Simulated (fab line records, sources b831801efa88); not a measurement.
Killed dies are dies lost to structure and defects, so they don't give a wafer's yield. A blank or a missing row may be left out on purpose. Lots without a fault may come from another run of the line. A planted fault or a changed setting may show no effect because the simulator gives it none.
fab line records | flow sky130
record lots=11 wafers=33 last_day=50
route steps=708 shown PASSIVATION@682 PAD_OPEN@702
lots that met no fault: from a run of the same line without faults
start_h: hours from the record's first day to the start of the lot's first wafer shown | wait_h: hours since the lot's step before | " the same as in the row above | L1.1+2: a row that stands for several wafers | - no value, or no start given | * or withheld: withheld | < > ~ a bound
route shown NAME@n: a module of which the file shows steps, and the number in the route of the first | usual: mean/standard deviation of fault-free wafers | same: alike in all rows | chamber/n: place in a boat | sites: the reading at each site | _std_site: their standard deviation | _edge_site: outer sites' mean less inner sites' | radius_mm: how far each site lies from the wafer's centre | mask NAME#n: copy n | behind: the tool/chamber that last shaped the wafer | hold: why the lot was held/for how many hours/how that ended | device: the transistor (n, p or np) that didn't switch | end of line: the same wafers' tests at the end of the route | a step without rows: its recipe alone | killed: dies lost to structure and defects at the first sort, not the wafer's yield | map: a wafer's dies, x killed, . not, _ none there
set.NAME: the setting as run; set.NAME@STEP: as run at that earlier step | model.NAME: the simulator's own value behind a step, which no gauge read
steps of the route over a sample of lots; a table a step, a row a wafer
services: from which hour (start_h, from the record's first day; less than 0 if before it) a tool's chamber was out of use, for how many hours, and why
## steps
# step SKY_PASSIVATION_THK_MEAS_01
# recipe reads=SiO2_of_PASSIVATION_CVD_00
# usual PASSIVATION_CVD_00_THK=90.0/1.2
# columns lot.wafer tool chamber start_h wait_h PASSIVATION_CVD_00_THK[nm]
L316.1 film_metro-02 - 1038.68 - 88.4
L316.3 " - " " 89.6
L316.5 " - " " 91.2
L319.1 film_metro-02 - 1056.24 - 88.5
L319.4 " - " " 91.0
L319.5 " - " " 89.5
L320.1 film_metro-01 - 1085.68 - 88.2
L320.4 " - " " 88.7
L320.6 " - " " 90.1
L323.2 film_metro-03 - 1115.26 - 90.6
L323.4 " - " " 90.7
L323.5 " - " " 91.8
L327.1 film_metro-03 - 1125.59 - 90.1
L327.3 " - " " 88.6
L327.5 " - " " 92.2
L326.3 film_metro-02 - 1132.07 - 89.5
L326.4 " - " " 90.4
L326.5 " - " " 90.0
L328.2 film_metro-01 - 1135.98 - 88.1
L328.5 " - " " 89.5
L328.6 " - " " 89.6
L329.1 film_metro-02 - 1137.66 - 88.5
L329.2 " - " " 88.0
L329.6 " - " " 89.7
L330.1 film_metro-02 - 1145.07 - 89.7
L330.2 " - " " 90.3
L330.4 " - " " 91.4
L333.2 film_metro-02 - 1147.10 - 87.9
L333.3 " - " " 89.0
L333.4 " - " " 88.9
L338.1 film_metro-01 - 1168.79 - 88.6
L338.4 " - " " 90.5
L338.5 " - " " 90.4
# step SKY_PASSIVATION_CVD_02
# recipe material=Si3N4 target_thk_nm=540 temp_c=400 time_s=withheld rf_w=450
# usual heater_power_w=681/130
# columns lot.wafer tool chamber start_h wait_h heater_power_w
L316.1 pecvd-03 0 1038.74 0.1 794
L316.3 " 2 " " 664
L316.5 " 2 " " 535
L319.1 pecvd-01 2 1056.30 0.1 765
L319.4 " 0 " " 897
L319.5 " 2 " " 791
L320.1 pecvd-04 2 1085.74 0.1 514
L320.4 " 0 " " 781
L320.6 " 2 " " 544
L323.2 pecvd-04 2 1115.31 0.0 590
L323.4 " 1 " " 700
L323.5 " 2 " " 617
L327.1 pecvd-04 0 1125.65 0.1 793
L327.3 " 2 " " 591
L327.5 " 1 " " 656
L326.3 pecvd-04 0 1132.11 0.0 737
L326.4 " 0 " " 802
L326.5 " 2 " " 575
L328.2 pecvd-01 2 1136.03 0.0 758
L328.5 " 0 " " 824
L328.6 " 1 " " 805
L329.1 pecvd-04 1 1137.72 0.1 710
L329.2 " 2 " " 532
L329.6 " 0 " " 809
L330.1 pecvd-03 1 1145.13 0.1 459
L330.2 " 0 " " 814
L330.4 " 0 " " 832
L333.2 pecvd-04 1 1147.15 0.0 629
L333.3 " 2 " " 564
L333.4 " 0 " " 821
L338.1 pecvd-03 2 1168.85 0.1 666
L338.4 " 2 " " 527
L338.5 " 1 " " 485
# step SKY_PASSIVATION_THK_MEAS_03
# recipe reads=Si3N4_of_PASSIVATION_CVD_02
# usual PASSIVATION_CVD_02_THK=538/6.5
# columns lot.wafer tool chamber start_h wait_h PASSIVATION_CVD_02_THK[nm]
L316.1 film_metro-02 - 1038.96 - 537
L316.3 " - " " 538
L316.5 " - " " 552
L319.1 film_metro-01 - 1056.53 - 526
L319.4 " - " " 538
L319.5 " - " " 534
L320.1 film_metro-03 - 1085.97 - 525
L320.4 " - " " 534
L320.6 " - " " 530
L323.2 film_metro-02 - 1115.55 - 542
L323.4 " - " " 541
L323.5 " - " " 548
L327.1 film_metro-01 - 1125.88 - 537
L327.3 " - " " 535
L327.5 " - " " 551
L326.3 film_metro-03 - 1132.35 - 533
L326.4 " - " " 541
L326.5 " - " " 542
L328.2 film_metro-02 - 1136.27 - 526
L328.5 " - " " 545
L328.6 " - " " 542
L329.1 film_metro-03 - 1137.95 - 535
L329.2 " - " " 539
L329.6 " - " " 625
L330.1 film_metro-03 - 1145.35 - 534
L330.2 " - " " 534
L330.4 " - " " 539
L333.2 film_metro-03 - 1147.39 - 533
L333.3 " - " " 535
L333.4 " - " " 636
L338.1 film_metro-01 - 1169.08 - 530
L338.4 " - " " 541
L338.5 " - " " 544
# step SKY_PASSIVATION_STRIP_12
# recipe chemistry=O2/N2 power_w=1400 pressure_mtorr=1500 platen_temp_c=withheld overash_fraction=0.7 o2_flow_sccm=3000 n2_flow_sccm=300
# usual drypump_motor_current_A=5.6/0.48 oes_product_au=0.661/0.0038 strip_time_to_endpoint_s=31.51/0.12
# columns lot.wafer tool chamber start_h wait_h drypump_motor_current_A oes_product_au rf_hours_counter_h strip_time_to_endpoint_s
L316.1 plasma_asher-01 1 1060.43 0.1 5.7 0.653 96 31.34
L316.3 " 1 " " 5.7 0.664 - 31.30
L316.5 " 1 " " 5.7 0.665 - 31.37
L319.1 plasma_asher-01 0 1077.48 0.1 4.9 0.659 98 31.41
L319.4 " 1 " " 5.7 0.660 - 31.40
L319.5 " 1 " " 5.7 0.660 - 31.52
L320.1 plasma_asher-02 1 1106.07 0.1 5.2 0.659 4 31.53
L320.4 " 0 " " 6.1 0.658 - 31.47
L320.6 " 1 " " 5.2 0.664 - 31.65
L323.2 plasma_asher-03 1 1135.79 0.1 6.2 0.662 69 31.48
L323.4 " 0 " " 5.2 0.663 - 31.45
L323.5 " 0 " " 5.2 0.655 - 31.58
L327.1 plasma_asher-03 0 1145.24 0.1 5.2 0.657 70 31.38
L327.3 " 1 " " 6.2 0.665 - 31.48
L327.5 " 1 " " 6.2 0.663 - 31.39
L326.3 plasma_asher-03 1 1150.91 0.1 6.2 0.655 - 31.54
L326.4 " 0 " " 5.3 0.666 - 31.57
L326.5 " 1 " " 6.2 0.668 - 31.49
L328.2 plasma_asher-01 1 1155.32 0.1 5.7 0.661 105 31.73
L328.5 " 1 " " 5.7 0.650 - 31.67
L328.6 " 0 " " 4.9 0.667 - 31.72
L329.1 plasma_asher-01 0 1157.29 0.1 5.0 0.664 105 31.66
L329.2 " 1 " " 5.7 0.666 105 31.69
L329.6 " 1 " " 5.7 0.663 - 31.61
L330.1 plasma_asher-02 1 1163.87 0.1 5.2 0.667 10 31.50
L330.2 " 0 " " 6.1 0.660 10 31.42
L330.4 " 0 " " 6.1 0.654 - 31.48
L333.2 plasma_asher-01 1 1165.59 0.1 5.7 0.655 106 31.62
L333.3 " 1 " " 5.7 0.663 - 31.66
L333.4 " 0 " " 4.9 0.657 - 31.62
L338.1 plasma_asher-03 0 1186.37 0.1 5.2 0.666 74 31.52
L338.4 " 0 " " 5.2 0.661 - 31.41
L338.5 " 0 " " 5.2 0.661 - 31.61
# step SKY_PAD_OPEN_STRIP_08
# recipe chemistry=O2/N2 power_w=1400 pressure_mtorr=1500 platen_temp_c=withheld overash_fraction=0.7 o2_flow_sccm=3000 n2_flow_sccm=300
# usual drypump_motor_current_A=5.5/0.39 oes_product_au=0.663/0.0042 strip_time_to_endpoint_s=37.06/0.12
# columns lot.wafer tool chamber start_h wait_h drypump_motor_current_A oes_product_au rf_hours_counter_h strip_time_to_endpoint_s
L316.1 plasma_asher-01 0 1081.85 0.1 4.9 0.661 98 36.94
L316.3 " 1 " " 5.7 0.663 - 37.03
L316.5 " 1 " " 5.7 0.663 - 36.92
L319.1 plasma_asher-04 0 1099.20 0.1 5.7 0.656 35 37.15
L319.4 " 0 " " 5.7 0.661 - 37.22
L319.5 " 1 " " 5.2 0.662 - 37.20
L320.1 plasma_asher-04 1 1126.05 0.1 5.2 0.655 38 37.02
L320.4 " 0 " " 5.8 0.670 - 37.19
L320.6 " 0 " " 5.8 0.662 - 37.01
L323.2 plasma_asher-02 0 1154.99 0.1 6.1 0.665 9 37.03
L323.4 " 1 " " 5.2 0.663 - 37.02
L323.5 " 0 " " 6.1 0.668 - 36.99
L327.1 plasma_asher-01 1 1164.09 0.1 5.7 0.662 106 37.20
L327.3 " 1 " " 5.7 0.665 - 37.19
L327.5 " 1 " " 5.7 0.668 - 37.18
L326.3 plasma_asher-02 1 1169.32 0.1 5.2 0.661 - 37.11
L326.4 " 0 " " 6.1 0.665 - 37.18
L326.5 " 1 " " 5.2 0.663 - 37.11
L328.2 plasma_asher-01 1 1174.15 0.1 5.7 0.664 107 37.14
L328.5 " 0 " " 4.9 0.667 - 37.08
L328.6 " 1 " " 5.7 0.663 - 37.14
L329.1 plasma_asher-01 1 1174.92 0.1 5.7 0.667 107 37.02
L329.2 " 0 " " 4.9 0.661 107 37.10
L329.6 " 0 " " 4.9 0.660 - 37.05
L330.1 plasma_asher-04 0 1182.19 0.1 5.8 0.664 43 36.89
L330.2 " 1 " " 5.2 0.665 43 36.93
L330.4 " 1 " " 5.2 0.661 - 36.89
L333.2 plasma_asher-02 0 1183.44 0.1 6.1 0.667 11 37.00
L333.3 " 1 " " 5.2 0.659 - 37.14
L333.4 " 0 " " 6.1 0.665 - 37.04
L338.1 plasma_asher-02 1 1202.00 0.1 5.2 0.659 13 37.05
L338.4 " 1 " " 5.2 0.665 - 37.05
L338.5 " 1 " " 5.2 0.664 - 37.05
# step SKY_PAD_OPEN_PROBE_99
# usual defect_limited_yield=82.1/1.8 killed_at_M0_to_M3=44/6.2 killed_at_M4_up=3.3/1.8 killed_at_contacts=25/5.8 killed_at_front_end=15/4 killed_at_other=0.3/0.49 killed_dies=88/8.8 killed_open=48/6.5 killed_short=39/6.3 sort_bin_3_pad_short=0.9/0.41 sort_bin_5_function=10.6/1.4 sort_bin_6_memory=6.4/1.1 sort_n_pass=404/8.8 sort_yield_pct=82.1/1.8
# same gross_dies=492 killed_at_back_side=0 sort_bin_4_leakage[%]=0 sort_bin_8_speed[%]=0
# columns lot.wafer tool chamber start_h wait_h defect_limited_yield[%] killed_at_M0_to_M3 killed_at_M4_up killed_at_contacts killed_at_front_end killed_at_other killed_dies killed_open killed_short sort_bin_3_pad_short[%] sort_bin_5_function[%] sort_bin_6_memory[%] sort_n_pass sort_yield_pct[%]
L330.1 prober-01 - 1184.42 0.1 80.3 62 3 18 14 0 97 59 38 0.6 11.8 7.3 395 80.3
L330.2 prober-01 - 1184.47 0.1 81.9 47 3 20 19 0 89 52 36 1.2 11.2 5.7 403 81.9
L330.4 prober-01 - 1184.57 0.2 86.2 30 4 23 11 0 68 39 29 0.8 7.9 5.1 424 86.2
# killed by level:class
L330.1 VIA1:geometric_particle:open=20 CONTACT:geometric_particle:open=9 VIA3:geometric_particle:open=8 VIA2:geometric_particle:open=7 METAL1:geometric_particle:short=7 VIA1:geometric_particle:short=6 METAL2:geometric_particle:short=4 FIELD_ISO:geometric_particle:short=3
L330.2 LI_CONTACT:geometric_particle:open=9 VIA2:geometric_particle:open=8 VIA1:geometric_particle:open=8 CONTACT:geometric_particle:open=7 VIA3:geometric_particle:open=7 METAL1:geometric_particle:short=6 POLY_GATE:geometric_particle:short=4 SPACER:geometric_particle:open=4
L330.4 LI_CONTACT:geometric_particle:open=7 CONTACT:geometric_particle:open=7 VIA1:geometric_particle:open=7 CONTACT:geometric_particle:short=6 VIA1:geometric_particle:short=5 VIA2:geometric_particle:open=5 VIA3:geometric_particle:open=4 FIELD_ISO:geometric_particle:short=3
## services
# columns tool chamber start_h hours kind
plasma_asher-04 - 1019.44 3.3 repair
pecvd-01 - 1024.26 0.3 repair
pecvd-01 0 1034.25 5.5 scheduled_down
plasma_asher-03 - 1034.44 1.6 repair
plasma_asher-02 - 1055.25 9.0 pm
plasma_asher-02 0 1055.25 9.0 vent_cycle
plasma_asher-02 1 1055.25 9.0 vent_cycle
plasma_asher-02 0 1064.25 - clean
plasma_asher-02 1 1064.25 - clean
pecvd-03 0 1090.28 - calibration
pecvd-03 0 1101.21 4.0 repair
pecvd-03 0 1105.25 2.1 scheduled_down
pecvd-04 - 1108.40 1.0 repair
plasma_asher-01 - 1136.22 1.1 repair
pecvd-01 2 1142.71 5.5 scheduled_down
pecvd-01 2 1150.74 3.9 repair
pecvd-01 1 1154.79 2.1 scheduled_down
pecvd-04 0 1180.62 - clean
pecvd-04 0 1180.62 - consumable_replace:showerhead
pecvd-04 - 1183.28 3.1 repair
plasma_asher-02 - 1185.59 2.8 pm
pecvd-03 2 1195.96 2.1 scheduled_down
## key
first_sign step=SKY_PASSIVATION_THK_MEAS_03 reading=PASSIVATION_CVD_02_THK direction=up sigmas=14 usual=538 struck=631
effect none on later readings
met_at SKY_PASSIVATION_CVD_02
struck_lots L329,L333
struck_wafers L329.6,L333.4
not_acting_at SKY_PASSIVATION_THK_MEAS_01,SKY_PASSIVATION_STRIP_12,SKY_PAD_OPEN_STRIP_08
onset_between 1132.11 1137.72
fault kind=process_parameter_drift tool=pecvd-04 chamber=0 onset_h=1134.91 steps=SKY_PASSIVATION_CVD_02 channel=target_thk_nm offset=87.72 shape=step end_h=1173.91 acts_in=these_recipes_only stated=540
